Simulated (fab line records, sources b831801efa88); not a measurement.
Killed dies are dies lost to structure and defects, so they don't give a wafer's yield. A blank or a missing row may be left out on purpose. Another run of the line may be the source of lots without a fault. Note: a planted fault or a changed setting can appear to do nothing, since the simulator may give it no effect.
Split-lot trial :: flow gf180mcu :: 23 wafers read from 5 lots, route of 602 steps

ABOUT THE SPLIT
At GF_TOP_METAL_COAT_09 (resist thk 1500 nm), the setting spin_rpm was moved away from the recipe's 3000 rpm on 11 of the 23 wafers read, by +4.9% to +7.0%. The other wafers ran this setting at the recipe's value.

BETWEEN THE SPLIT AND THE READING: the file shows 1 step in between
- GF_TOP_METAL_DEVELOP_13: develop time 60 s (also split here: dev_temp_c)

THE READING
NOVOLAK_of_TOP_METAL_COAT_09.thk_nm (the simulator's own value, which no gauge read), in nm, at GF_TOP_METAL_METAL_ETCH_16 (etches the open film in Cl2/BCl3, stops on SiO2, target depth 1077.5 nm, time 179.6 s). The file gives no usual value for it. Across the 12 wafers here that went through the recipe, the average is 1068 nm and the standard deviation 7.2 nm.

wafer: L074.1
tool, chamber at the split: litho_track-01, 0
spin_rpm as run, rpm: 3000
against the recipe: recipe
NOVOLAK_of_TOP_METAL_COAT_09.thk_nm, nm: 1070
against lot-mates on the recipe: -

wafer: L074.3
tool, chamber at the split: litho_track-01, 0
spin_rpm as run, rpm: 3000
against the recipe: recipe
NOVOLAK_of_TOP_METAL_COAT_09.thk_nm, nm: 1063
against lot-mates on the recipe: -

wafer: L074.4
tool, chamber at the split: litho_track-01, 0
spin_rpm as run, rpm: 3146
against the recipe: +4.9%
NOVOLAK_of_TOP_METAL_COAT_09.thk_nm, nm: 1035
against lot-mates on the recipe: -32

wafer: L074.5
tool, chamber at the split: litho_track-01, 0
spin_rpm as run, rpm: 3146
against the recipe: +4.9%
NOVOLAK_of_TOP_METAL_COAT_09.thk_nm, nm: 1036
against lot-mates on the recipe: -30

wafer: L074.6
tool, chamber at the split: litho_track-01, 0
spin_rpm as run, rpm: 3146
against the recipe: +4.9%
NOVOLAK_of_TOP_METAL_COAT_09.thk_nm, nm: 1048
against lot-mates on the recipe: -18

wafer: L076.1
tool, chamber at the split: litho_track-03, 0
spin_rpm as run, rpm: 3210
against the recipe: +7.0%
NOVOLAK_of_TOP_METAL_COAT_09.thk_nm, nm: 1009
against lot-mates on the recipe: -50

wafer: L076.2
tool, chamber at the split: litho_track-03, 0
spin_rpm as run, rpm: 3000
against the recipe: recipe
NOVOLAK_of_TOP_METAL_COAT_09.thk_nm, nm: 1056
against lot-mates on the recipe: -

wafer: L076.4
tool, chamber at the split: litho_track-03, 0
spin_rpm as run, rpm: 3210
against the recipe: +7.0%
NOVOLAK_of_TOP_METAL_COAT_09.thk_nm, nm: 1011
against lot-mates on the recipe: -48

wafer: L076.5
tool, chamber at the split: litho_track-03, 0
spin_rpm as run, rpm: 3210
against the recipe: +7.0%
NOVOLAK_of_TOP_METAL_COAT_09.thk_nm, nm: 1013
against lot-mates on the recipe: -46

wafer: L076.6
tool, chamber at the split: litho_track-03, 0
spin_rpm as run, rpm: 3000
against the recipe: recipe
NOVOLAK_of_TOP_METAL_COAT_09.thk_nm, nm: 1062
against lot-mates on the recipe: -

wafer: L077.1
tool, chamber at the split: litho_track-01, 0
spin_rpm as run, rpm: 3000
against the recipe: recipe
NOVOLAK_of_TOP_METAL_COAT_09.thk_nm, nm: 1077
against lot-mates on the recipe: -

wafer: L077.2
tool, chamber at the split: litho_track-01, 0
spin_rpm as run, rpm: 3151
against the recipe: +5.0%
NOVOLAK_of_TOP_METAL_COAT_09.thk_nm, nm: 1028
against lot-mates on the recipe: -48

wafer: L077.3
tool, chamber at the split: litho_track-01, 0
spin_rpm as run, rpm: 3151
against the recipe: +5.0%
NOVOLAK_of_TOP_METAL_COAT_09.thk_nm, nm: 1039
against lot-mates on the recipe: -37

wafer: L077.4
tool, chamber at the split: litho_track-01, 0
spin_rpm as run, rpm: 3151
against the recipe: +5.0%
NOVOLAK_of_TOP_METAL_COAT_09.thk_nm, nm: 1022
against lot-mates on the recipe: -54

wafer: L077.5
tool, chamber at the split: litho_track-01, 0
spin_rpm as run, rpm: 3000
against the recipe: recipe
NOVOLAK_of_TOP_METAL_COAT_09.thk_nm, nm: 1075
against lot-mates on the recipe: -

wafer: L079.1
tool, chamber at the split: litho_track-04, 0
spin_rpm as run, rpm: 3000
against the recipe: recipe
NOVOLAK_of_TOP_METAL_COAT_09.thk_nm, nm: 1055
against lot-mates on the recipe: -

wafer: L079.2
tool, chamber at the split: litho_track-04, 0
spin_rpm as run, rpm: 3000
against the recipe: recipe
NOVOLAK_of_TOP_METAL_COAT_09.thk_nm, nm: 1073
against lot-mates on the recipe: -

wafer: L079.5
tool, chamber at the split: litho_track-04, 0
spin_rpm as run, rpm: 3000
against the recipe: recipe
NOVOLAK_of_TOP_METAL_COAT_09.thk_nm, nm: 1077
against lot-mates on the recipe: -

wafer: L082.1
tool, chamber at the split: litho_track-01, 0
spin_rpm as run, rpm: 3182
against the recipe: +6.1%
NOVOLAK_of_TOP_METAL_COAT_09.thk_nm, nm: 1030
against lot-mates on the recipe: -38

wafer: L082.2
tool, chamber at the split: litho_track-01, 0
spin_rpm as run, rpm: 3000
against the recipe: recipe
NOVOLAK_of_TOP_METAL_COAT_09.thk_nm, nm: 1069
against lot-mates on the recipe: -

wafer: L082.4
tool, chamber at the split: litho_track-01, 0
spin_rpm as run, rpm: 3000
against the recipe: recipe
NOVOLAK_of_TOP_METAL_COAT_09.thk_nm, nm: 1067
against lot-mates on the recipe: -

wafer: L082.5
tool, chamber at the split: litho_track-01, 0
spin_rpm as run, rpm: 3000
against the recipe: recipe
NOVOLAK_of_TOP_METAL_COAT_09.thk_nm, nm: 1068
against lot-mates on the recipe: -

wafer: L082.6
tool, chamber at the split: litho_track-01, 0
spin_rpm as run, rpm: 3182
against the recipe: +6.1%
NOVOLAK_of_TOP_METAL_COAT_09.thk_nm, nm: 1023
against lot-mates on the recipe: -45

FIT RESULTS
A straight line over all 23 wafers: NOVOLAK_of_TOP_METAL_COAT_09.thk_nm changes by -7.36 nm for each +1% of spin_rpm; r = -0.95; the points scatter about the line by 7.5 nm.
The same after taking each lot's own level away (the mean of its wafers on the recipe; 23 wafers): -7.06 nm for each +1%; r = -0.95; scatter 7.4 nm.
That fit puts the effect of the largest move of spin_rpm on the reading at 49 nm.
The lots' own levels span 1059.0 to 1076.0 nm, that is 2.4 times the standard deviation above.
So the lot-to-lot level changes the slope little: the two slopes agree.
Check: for one of the wafers moved furthest among these (+7.0%), held out of the fit, the line's prediction against its lot-mates is -49.5 nm. It came out at -50 nm against them.

ADDITIONAL SPLITS CARRIED BY THESE WAFERS
Other splits were also applied to these wafers ahead of the reading. Each is held against what the fit with the lots' levels taken away leaves over:
other split on the same wafers: GF_MIM_CVD_05 time_s
wafers away from the commonest value: 10
r with NOVOLAK_of_TOP_METAL_COAT_09.thk_nm (lot level and that fit taken away): -0.01

other split on the same wafers: GF_M5_PEB_05 peb_time_s
wafers away from the commonest value: 11
r with NOVOLAK_of_TOP_METAL_COAT_09.thk_nm (lot level and that fit taken away): -0.04

other split on the same wafers: GF_V5_CMP_04 leave_above_ref_nm
wafers away from the commonest value: 9
r with NOVOLAK_of_TOP_METAL_COAT_09.thk_nm (lot level and that fit taken away): +0.10

other split on the same wafers: GF_V5_ETCH_16 bias_w
wafers away from the commonest value: 4
r with NOVOLAK_of_TOP_METAL_COAT_09.thk_nm (lot level and that fit taken away): +0.18

other split on the same wafers: GF_V5_CVD_23 pressure_torr
wafers away from the commonest value: 15
r with NOVOLAK_of_TOP_METAL_COAT_09.thk_nm (lot level and that fit taken away): -0.20

other split on the same wafers: GF_TOP_METAL_DEVELOP_13 dev_temp_c
wafers away from the commonest value: 8
r with NOVOLAK_of_TOP_METAL_COAT_09.thk_nm (lot level and that fit taken away): -0.07

THE WHOLE CHAIN: every reading that the file lists as answering this split, in the file's order
step: GF_TOP_METAL_COAT_09
what it does: resist thk 1500 nm
reading: NOVOLAK_of_TOP_METAL_COAT_09.thk_nm (the simulator's own value, which no gauge read)
change (the file's fit): -7.02 nm for each +1% of the setting
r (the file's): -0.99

step: GF_TOP_METAL_METAL_ETCH_16
what it does: etches the open film in Cl2/BCl3, stops on SiO2, target depth 1077.5 nm, time 179.6 s
reading: NOVOLAK_of_TOP_METAL_COAT_09.thk_nm (the simulator's own value, which no gauge read)
change (the file's fit): -7.07 nm for each +1% of the setting
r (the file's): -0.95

step: GF_TOP_METAL_STRIP_17
what it does: strips in O2/N2
reading: strip_time_to_endpoint_s
change (the file's fit): withheld for each +1% of the setting
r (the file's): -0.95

FILE'S OWN FIT
NOVOLAK_of_TOP_METAL_COAT_09.thk_nm changes by -7.07 nm for each +1% of spin_rpm, r = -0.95.
